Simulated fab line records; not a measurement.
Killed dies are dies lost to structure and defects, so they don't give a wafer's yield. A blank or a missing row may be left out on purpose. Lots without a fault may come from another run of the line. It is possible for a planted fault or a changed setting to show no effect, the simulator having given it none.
Matching of chambers    flow sky130    SKY_FIELD_ISO_CMP_27 on cmp-02: 4 sister chambers
The step polishes, stops on Si3N4, t overpolish 16 s, target thk 457.8 nm. 8 wafers are shown with their chamber, then 8 later ones without.

EACH WAFER AND ITS CHAMBER
wafer   chamber  motorCurrentA (A)  edgeZonePressureFrac
L792.6  3        13.5               0.993
L797.4  2        12.8               0.993
L799.4  3        13.1               0.993
L799.6  0        12.8               0.997
L800.2  2        12.3               0.998
L800.4  1        12.4               0.999
L800.6  0        13.0               1.000
L802.3  1        11.9               0.994

WAFERS WHOSE CHAMBER IS MISSING
wafer   motorCurrentA (A)  edgeZonePressureFrac
L802.4  12.1               0.993
L802.5  12.1               0.993
L803.1  13.1               0.996
L803.4  11.1               0.999
L803.6  12.5               1.000
L806.1  13.6               1.003
L806.4  11.5               1.004
L806.6  12.3               0.997

EACH ONE'S CHAMBER
wafer   from the rows above           in truth
L802.4  can't be placed: 1 or 2       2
L802.5  can't be placed: 1 or 2       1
L803.1  can't be placed: 0 or 3 or 2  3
L803.4  can't be placed: 1 or 2       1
L803.6  can't be placed: 0 or 2 or 1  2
L806.1  can't be placed: 0 or 3 or 2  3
L806.4  can't be placed: 1 or 2 or 0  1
L806.6  can't be placed: 1 or 2 or 0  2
Correctly placed: 0 of 8. Cannot be placed on the basis of these rows: 8; the candidates contain the true chamber in 8. 0 placed wrongly.
How it was worked out, from the rows above alone: a wafer's distance from a chamber is the root of the sum, over the readings, of the square of ((its reading less the chamber's mean) divided by the reading's scatter). If the next closest chamber is less than 2 further off than the closest, the wafer can't be placed; otherwise it belongs to the closest. For every chamber, the mean is computed from those of its wafers that are shown. How the scatter is found: for the shown wafers, subtract from each reading the mean of its chamber, square and add these, divide the total by (wafers less chambers), then take the root.
